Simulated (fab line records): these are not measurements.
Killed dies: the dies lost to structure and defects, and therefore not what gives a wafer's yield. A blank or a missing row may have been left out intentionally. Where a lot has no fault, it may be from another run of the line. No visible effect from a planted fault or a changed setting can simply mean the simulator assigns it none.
What tool caused it? ; flow gf180mcu ; Sampling: 6 lots, 18 wafers, 3 of 602 route steps

WHAT THE GAUGES SHOWED, per wafer
GF_VT_IMPLANT_RS_MEAS_48: measurement is done with a four-point probe.
lot;measured;on;LVPWELL_RS (ohm/sq)
L885;day 7 21:25;film_metro-01;1196 1196 1199
L887;day 8 10:29;film_metro-03;1196 1196 1195
L893;day 10 07:02;film_metro-01;1133 1137 1137
L899;day 11 21:16;film_metro-04;1194 1197 1199
L901;day 12 07:36;film_metro-03;1203 1200 1202
L905;day 13 11:16;film_metro-03;1195 1195 1192

WHAT TOOL EACH LOT RAN ON (gives the tool, then ch and the chambers of the sampled wafers, and finally the start)
lot;GF_LVPWELL_IMPLANT_08;GF_VT_IMPLANT_STRIP_42
L885;implanter-03 ch 0, day 4 03:44;plasma_asher-04 ch 0,1, day 7 20:52
L887;implanter-03 ch 0, day 4 14:35;plasma_asher-03 ch 0,1, day 8 09:55
L893;implanter-02 ch 0, day 6 03:14;plasma_asher-03 ch 0,1, day 10 06:28
L899;implanter-01 ch 0, day 7 10:08;plasma_asher-04 ch 0,1, day 11 20:35
L901;implanter-03 ch 0, day 7 19:22;plasma_asher-03 ch 0,1, day 12 06:56
L905;implanter-01 ch 0, day 8 17:45;plasma_asher-03 ch 0,1, day 13 10:39
- GF_LVPWELL_IMPLANT_08
- GF_VT_IMPLANT_STRIP_42: strips in O2/N2.

THE ANSWER, worked out from the rows above alone
Rule: what is usual is taken from the lots themselves. The widest of any qualifying gaps counts: lots, ordered by their means at a reading, are off when they make up no more than a third of the lots, leave a main group of 4 or more, and stand apart from it by 3 or more times the standard deviation of that group's means. A main group is skipped when, at the precision printed for the reading in the tables above, its means are all equal. A lot without any number at a reading at which 4 lots or more have one is off too. All remaining lots with rows at the step are treated as sound.
Off: at GF_VT_IMPLANT_RS_MEAS_48 (LVPWELL_RS), L893. For the main group the mean is 1197 ohm/sq and the standard deviation 2.6.
If a tool, at a process step before that reading, ran all the lots that are off and no sound lot after the first of them, it fits. The gauges at GF_VT_IMPLANT_RS_MEAS_48 are tried like those tools. Can't be told from this: 2 tools fit, implanter-02 at GF_LVPWELL_IMPLANT_08, film_metro-01 at GF_VT_IMPLANT_RS_MEAS_48.

WHAT THE SIMULATOR PUT IN
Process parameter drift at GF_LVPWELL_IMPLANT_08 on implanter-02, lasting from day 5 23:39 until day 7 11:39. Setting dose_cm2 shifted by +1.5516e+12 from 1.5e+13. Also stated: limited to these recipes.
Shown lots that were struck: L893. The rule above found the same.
